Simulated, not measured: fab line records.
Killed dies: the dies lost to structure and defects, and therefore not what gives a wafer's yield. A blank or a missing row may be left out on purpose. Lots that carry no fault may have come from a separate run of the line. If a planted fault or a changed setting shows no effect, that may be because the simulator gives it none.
2 desks looking at one fault || flow sfq line || what lay behind the numbers comes last; until then each desk has only its own

## DESK OF THE TOOL OWNER: litho track-04
The tool's own readings at SFQ_TRILAYER_I3_VIA_LITHO_PEB_088 (peb time 60 s): means of the sampled wafers that have a number, for each lot that ran on this tool. Marked OUT: a lot whose mean sits more than 4 standard deviations from the usual mean, which makes it out of limits; the brackets give that distance.
Columns: A = heater power total W at SFQ_TRILAYER_I3_VIA_LITHO_PEB_088, usual 79.15 W; B = plate temp C at SFQ_TRILAYER_I3_VIA_LITHO_PEB_088, usual 115.00 C
{"lot": "L190", "first seen here": "day 47 23:10", "A": "81.16 (+29) OUT", "B": "117.23 (+16) OUT"}
{"lot": "L191", "first seen here": "day 48 00:22", "A": "81.12 (+28) OUT", "B": "117.30 (+16) OUT"}
Finding of this desk: L190, L191 out of limits; the first was L190 at day 47 23:10, on heater power total W at SFQ_TRILAYER_I3_VIA_LITHO_PEB_088. In limits: none.

## THE METROLOGY DESK
What the gauges read, lot by lot, whatever tool the lot ran on: means of the sampled wafers that have a number. Marked OUT: a lot whose mean sits more than 4 standard deviations from the usual mean, which makes it out of limits; the brackets give that distance.
Columns: A = I3_BOW at SFQ_I3_BOW_MEAS_922, usual 2 um; B = I3_OVL at SFQ_I3_OVL_MEAS_923, usual 1 nm
{"lot": "L186", "first seen here": "day 39 22:05", "A": 5, "B": -3}
{"lot": "L190", "first seen here": "day 42 04:09", "A": -5, "B": 1}
{"lot": "L191", "first seen here": "day 42 06:11", "A": -3, "B": -5}
{"lot": "L195", "first seen here": "day 43 06:45", "A": 4, "B": 3}
{"lot": "L199", "first seen here": "day 43 18:10", "A": 10, "B": -2}
{"lot": "L201", "first seen here": "day 44 04:13", "A": 4, "B": 1}
Result from this desk: across the 6 lots, nothing is out of limits.

## BROUGHT TOGETHER
On L190, L191, at day 47 23:10, an alarm was possible from the tool owner's desk.
From the metrology desk's view, nothing was out of limits.
The metrology desk has L190, L191 on record, within its limits.
On litho track-04, each named lot ran SFQ_TRILAYER_I3_VIA_LITHO_PEB_088.

## WHAT THE SIMULATOR HAD PUT IN
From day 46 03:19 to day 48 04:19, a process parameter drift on litho track-04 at SFQ_TRILAYER_I3_VIA_LITHO_PEB_088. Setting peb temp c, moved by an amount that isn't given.
Shown lots that were struck: L190, L191.
Each desk's first reading out of limits, in hours after the fault started: the tool owner's desk, 44.
